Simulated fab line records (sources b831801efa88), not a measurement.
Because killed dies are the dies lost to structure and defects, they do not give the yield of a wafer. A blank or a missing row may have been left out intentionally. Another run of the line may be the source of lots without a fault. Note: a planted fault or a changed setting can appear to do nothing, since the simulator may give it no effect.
Chamber matching | flow sky130 | SKY_VIA3_ETCH_15 on rie diel-01: 4 sister chambers
The step etches SiO2 in C4F8/O2/Ar, stops on TiN, target depth 507 nm, time 78 s. 18 wafers are shown with their chamber, then 9 later ones without.

== WAFERS WITH THEIR CHAMBER ==
wafer  | chamber | rf fwd power W (W) | oes product au (a.u.)
L801.1 | 3       | 1501               | 0.938
L801.2 | 0       | 1491               | 0.946
L801.6 | 1       | 1496               | 0.949
L805.1 | 0       | 1484               | 0.943
L805.2 | 2       | 1493               | 0.948
L805.6 | 0       | 1492               | 0.951
L806.1 | 0       | 1490               | 0.953
L806.4 | 2       | 1493               | 0.948
L806.6 | 2       | 1498               | 0.943
L809.1 | 2       | 1498               | 0.941
L809.2 | 0       | 1492               | 0.941
L809.5 | 3       | 1495               | 0.943
L811.1 | 3       | 1494               | 0.952
L811.4 | 0       | 1498               | 0.942
L811.6 | 3       | 1498               | 0.945
L819.2 | 2       | 1488               | 0.949
L819.5 | 3       | 1495               | 0.950
L819.6 | 2       | 1493               | 0.945

SIGNATURES (means of the wafers above)
reading        | chamber 0 | chamber 1 | chamber 2 | chamber 3 | scatter within a chamber
rf fwd power W | 1491.17   | 1496.00   | 1493.83   | 1496.60   | 3.83
oes product au | 0.94600   | 0.94900   | 0.94567   | 0.94560   | 0.00463
Rule: distance of a wafer from a chamber = root of the sum over the readings of ((wafer's reading minus chamber's mean) / reading's scatter) squared. If the next closest chamber is less than 2 further off than the closest, the wafer can't be placed; otherwise it belongs to the closest. The scatter: the root of (the sum of the squares of (reading less its chamber's mean) over the shown wafers, divided by (wafers less chambers)).

== WAFERS WHOSE CHAMBER IS MISSING ==
wafer  | rf fwd power W (W) | oes product au (a.u.)
L820.1 | 1491               | 0.936
L820.2 | 1488               | 0.943
L820.4 | 1492               | 0.948
L822.3 | 1492               | 0.942
L822.4 | 1482               | 0.938
L822.5 | 1485               | 0.937
L824.4 | 1490               | 0.953
L824.5 | 1487               | 0.948
L824.6 | 1492               | 0.947

== CHAMBER TAKEN BY EACH ==
wafer  | from the rows above               | in truth
L820.1 | can't be placed: 0 or 2 or 3 or 1 | 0
L820.2 | can't be placed: 0 or 2 or 3 or 1 | 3
L820.4 | can't be placed: 0 or 2 or 1 or 3 | 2
L822.3 | can't be placed: 0 or 2 or 3 or 1 | 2
L822.4 | can't be placed: 0 or 2 or 3 or 1 | 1
L822.5 | can't be placed: 0 or 2 or 3 or 1 | 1
L824.4 | can't be placed: 0 or 1 or 2 or 3 | 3
L824.5 | can't be placed: 0 or 2 or 1 or 3 | 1
L824.6 | can't be placed: 0 or 2 or 1 or 3 | 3
Correct placement for 0 of the 9. Unplaceable from these rows: 9, with the true chamber sitting among the candidates in 9. 0 placed wrongly.
